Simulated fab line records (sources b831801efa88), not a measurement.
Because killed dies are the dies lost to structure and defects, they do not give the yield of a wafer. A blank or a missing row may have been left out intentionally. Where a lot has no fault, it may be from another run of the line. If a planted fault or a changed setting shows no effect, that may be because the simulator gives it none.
The tool behind it: which one? / flow sky130 / 11 lots with 33 wafers sampled at 2 steps, on a route of 708 steps

## WHAT THE GAUGES READ, wafer by wafer
SKY_LDD_P_CD_MEAS_07: the cd target is 380 nm.
lot=L658; measured=day 19 15:06; on=cd sem-01; cd nm (nm)=379.5 377.1 380.1
lot=L659; measured=day 20 02:03; on=cd sem-02; cd nm (nm)=- - -
lot=L662; measured=day 21 14:16; on=cd sem-01; cd nm (nm)=376.5 379.2 378.5
lot=L668; measured=day 23 17:49; on=cd sem-01; cd nm (nm)=376.1 376.1 378.0
lot=L671; measured=day 25 05:49; on=cd sem-01; cd nm (nm)=381.2 379.2 381.2
lot=L672; measured=day 25 05:24; on=cd sem-01; cd nm (nm)=380.3 383.8 380.8
lot=L674; measured=day 26 17:09; on=cd sem-02; cd nm (nm)=380.3 380.3 381.2
lot=L677; measured=day 26 18:16; on=cd sem-01; cd nm (nm)=383.4 384.5 383.0
lot=L676; measured=day 26 21:03; on=cd sem-01; cd nm (nm)=382.1 383.4 384.9
lot=L678; measured=day 27 18:06; on=cd sem-01; cd nm (nm)=375.0 377.8 376.2
lot=L679; measured=day 27 22:29; on=cd sem-01; cd nm (nm)=379.9 385.0 383.8

## EACH LOT AND THE TOOL THAT RAN IT (in order: tool; ch and the chambers of the sampled wafers; start)
lot=L658; SKY_LDD_P_EXPOSE_04=iline stepper-01 ch 0, day 18 23:52
lot=L659; SKY_LDD_P_EXPOSE_04=iline stepper-02 ch 0, day 19 11:42
lot=L662; SKY_LDD_P_EXPOSE_04=iline stepper-02 ch 0, day 20 23:55
lot=L668; SKY_LDD_P_EXPOSE_04=iline stepper-01 ch 0, day 22 23:53
lot=L671; SKY_LDD_P_EXPOSE_04=iline stepper-02 ch 0, day 24 15:03
lot=L672; SKY_LDD_P_EXPOSE_04=iline stepper-02 ch 0, day 24 14:05
lot=L674; SKY_LDD_P_EXPOSE_04=iline stepper-01 ch 0, day 26 04:18
lot=L677; SKY_LDD_P_EXPOSE_04=iline stepper-02 ch 0, day 26 05:22
lot=L676; SKY_LDD_P_EXPOSE_04=iline stepper-02 ch 0, day 26 09:06
lot=L678; SKY_LDD_P_EXPOSE_04=iline stepper-01 ch 0, day 27 02:47
lot=L679; SKY_LDD_P_EXPOSE_04=iline stepper-02 ch 0, day 27 09:20
- SKY_LDD_P_EXPOSE_04: exposes mask PSDM, target cd 380 nm.

## THE ANSWER, worked out from the rows above alone
Rule: usual is defined by the lots themselves. Put in order of their means at a reading, lots are off if they are a third of the lots or fewer, leave a main group of 4 or more, and stand apart from it by a gap of 3 or more times the standard deviation of the main group's means; of several such gaps the widest counts. A main group whose means are all the same, to the digits that the tables above print for the reading, isn't used. Also off: a lot with no number at a reading for which 4 or more lots have one. Any other lot the step has rows for is counted as sound.
Off at SKY_LDD_P_CD_MEAS_07 (cd nm): L659. Without a number there: L659. Mean 380.3 nm and standard deviation 2.6 in the main group.
A tool fits if, at a process step before that reading, it ran every lot that is off, and no sound lot after the first of them. The gauges at SKY_LDD_P_CD_MEAS_07 are tried like those tools. Of those tried, none fits.

## WHAT THE SIMULATOR HAD PUT IN
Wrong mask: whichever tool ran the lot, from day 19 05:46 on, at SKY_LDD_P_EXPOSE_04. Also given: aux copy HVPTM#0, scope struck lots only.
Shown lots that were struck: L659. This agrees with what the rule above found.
